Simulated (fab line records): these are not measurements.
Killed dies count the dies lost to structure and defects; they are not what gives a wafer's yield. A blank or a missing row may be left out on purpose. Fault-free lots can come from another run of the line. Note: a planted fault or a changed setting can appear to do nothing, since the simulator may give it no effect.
Which tool did it? | flow gf180mcu | 14 lots with 42 wafers sampled at 3 steps, on a route of 602 steps

WHAT THE GAUGES SHOWED, per wafer
GF_V1_CD_MEAS_14 targets a cd of 260 nm. Usual: cdNm at 260.0 nm, with a standard deviation of 1.3.
lot  | measured     | on       | cdNm (nm)         | flag
L702 | day 18 10:11 | cdSem-01 | 258.1 260.1 258.9 | 
L705 | day 19 17:26 | cdSem-02 | 259.3 259.2 259.2 | 
L706 | day 20 05:46 | cdSem-01 | 260.4 260.8 259.9 | 
L708 | day 21 06:58 | cdSem-01 | 260.3 258.4 258.9 | 
L709 | day 21 11:17 | cdSem-01 | 259.1 260.1 260.0 | 
L710 | day 21 17:58 | cdSem-02 | 260.9 260.6 260.2 | 
L711 | day 22 07:11 | cdSem-02 | 256.9 259.2 258.8 | 
L713 | day 22 19:37 | cdSem-01 | 262.7 262.1 262.4 | 
L718 | day 24 10:48 | cdSem-01 | 260.4 260.8 258.2 | 
L719 | day 24 17:52 | cdSem-01 | 260.5 261.0 260.3 | 
L721 | day 25 09:19 | cdSem-02 | 258.4 258.8 259.4 | 
L722 | day 25 15:32 | cdSem-02 | 257.9 257.9 257.7 | 
L723 | day 25 23:29 | cdSem-02 | 260.5 260.2 261.5 | 
L724 | day 26 04:44 | cdSem-02 | 261.9 261.0 261.4 | 

EACH LOT AND THE TOOL THAT RAN IT (in order: tool; ch and the chambers of the sampled wafers; start)
lot  | GF_NSD_EXPOSE_04                   | GF_M1_METAL_ETCH_16
L702 | ilineStepper-01 ch 0, day 13 05:29 | rieMetal-04 ch 0,1, day 17 09:20
L705 | ilineStepper-01 ch 0, day 14 07:11 | rieMetal-02 ch 0,1, day 18 16:02
L706 | ilineStepper-02 ch 0, day 14 18:59 | rieMetal-04 ch 0,1, day 19 04:34
L708 | ilineStepper-01 ch 0, day 15 14:58 | rieMetal-04 ch 0,1, day 20 05:43
L709 | ilineStepper-01 ch 0, day 15 21:18 | rieMetal-02 ch 0, day 20 10:07
L710 | ilineStepper-01 ch 0, day 16 02:08 | rieMetal-04 ch 1, day 20 16:20
L711 | ilineStepper-01 ch 0, day 16 13:24 | rieMetal-03 ch 0,1, day 21 05:16
L713 | ilineStepper-02 ch 0, day 17 02:34 | rieMetal-03 ch 0,1, day 21 19:10
L718 | ilineStepper-02, day 18 19:04      | rieMetal-04 ch 0,1, day 23 10:58
L719 | ilineStepper-02, day 19 02:28      | rieMetal-02 ch 0,1, day 23 17:58
L721 | ilineStepper-02 ch 0, day 19 20:09 | rieMetal-03 ch 0,1, day 24 09:55
L722 | ilineStepper-02 ch 0, day 20 02:59 | rieMetal-03 ch 0,1, day 24 16:28
L723 | ilineStepper-02 ch 0, day 20 12:58 | rieMetal-02 ch 0,1, day 24 23:58
L724 | ilineStepper-02 ch 0, day 20 17:12 | rieMetal-03 ch 0,1, day 25 06:13
- GF_NSD_EXPOSE_04: exposes mask Nplus, target cd 400 nm.
- GF_M1_METAL_ETCH_16: etches the open film in Cl2/BCl3, stops on SiO2, target depth 750.8 nm, time 125.1 s.

AS READ BY THE TOOLS THEMSELVES (means over the sampled wafers that have a number; for cases with no such wafer, the mark the record gives instead)
GF_NSD_EXPOSE_04. Usual: exposureDoseMJCm2 139.93, standard deviation 0.12; focusOffsetNm -0.1 nm, standard deviation 0.54.
lot  | tool            | exposureDoseMJCm2 | focusOffsetNm (nm) | flag
L702 | ilineStepper-01 | 140.02            | 0.1                | 
L705 | ilineStepper-01 | 140.01            | 0.2                | 
L706 | ilineStepper-02 | 139.98            | -0.7               | 
L708 | ilineStepper-01 | 139.87            | -0.0               | 
L709 | ilineStepper-01 | 139.92            | -1.0               | 
L710 | ilineStepper-01 | 139.96            | 0.3                | 
L711 | ilineStepper-01 | 139.98            | 0.4                | 
L713 | ilineStepper-02 | 139.92            | -0.2               | 
L718 | ilineStepper-02 | -                 | -                  | OFF
L719 | ilineStepper-02 | -                 | -                  | OFF
L721 | ilineStepper-02 | 139.99            | -0.5               | 
L722 | ilineStepper-02 | 139.82            | 0.2                | 
L723 | ilineStepper-02 | 139.89            | 0.2                | 
L724 | ilineStepper-02 | 139.85            | -0.7               | 

GF_M1_METAL_ETCH_16. Usual: drypumpMotorCurrentA 5.7 A, standard deviation 0.46; oesProductAu 0.992 a.u., standard deviation 0.0055; throttleValvePct 28.228 %, standard deviation 0.0097.
lot  | tool        | drypumpMotorCurrentA (A) | oesProductAu (a.u.) | throttleValvePct (%) | flag
L702 | rieMetal-04 | 5.2                      | 0.992               | 28.228               | 
L705 | rieMetal-02 | 6.2                      | 0.987               | 28.225               | 
L706 | rieMetal-04 | 5.2                      | 0.988               | 28.230               | 
L708 | rieMetal-04 | 5.2                      | 0.990               | 28.234               | 
L709 | rieMetal-02 | 6.5                      | 0.983               | 28.229               | 
L710 | rieMetal-04 | 5.0                      | 0.992               | 28.221               | 
L711 | rieMetal-03 | 5.8                      | 0.993               | 28.222               | 
L713 | rieMetal-03 | 5.7                      | 0.995               | 28.226               | 
L718 | rieMetal-04 | 5.5                      | 0.980               | 28.239               | 
L719 | rieMetal-02 | 6.4                      | 0.991               | 28.230               | 
L721 | rieMetal-03 | 5.7                      | 0.995               | 28.218               | 
L722 | rieMetal-03 | 5.8                      | 0.994               | 28.227               | 
L723 | rieMetal-02 | 6.2                      | 0.991               | 28.234               | 
L724 | rieMetal-03 | 5.8                      | 0.998               | 28.225               | 

THE ANSWER, worked out from the rows above alone
Rule: a lot counts as off when the mean over its wafers that have a number is more than 3 standard deviations away from the usual mean. Also off: a lot with no number at a reading for which 4 or more lots have one. Where the step has rows for the other lots, those lots are counted as sound. The gauges are gone through in route order, then the tools' own readings, and for those a lot's mean is taken as printed above. The first step at which some lot is off is used, and at that step the reading that is off furthest; a lot without a number counts as furthest.
Off at GF_NSD_EXPOSE_04 (exposureDoseMJCm2): L718, L719. Without a number there: L718, L719.
A tool fits if, at that step or a process step before it, it ran every lot that is off, and no sound lot after the first of them. Of those tried, none fits.

WHAT WAS PUT IN BY THE SIMULATOR
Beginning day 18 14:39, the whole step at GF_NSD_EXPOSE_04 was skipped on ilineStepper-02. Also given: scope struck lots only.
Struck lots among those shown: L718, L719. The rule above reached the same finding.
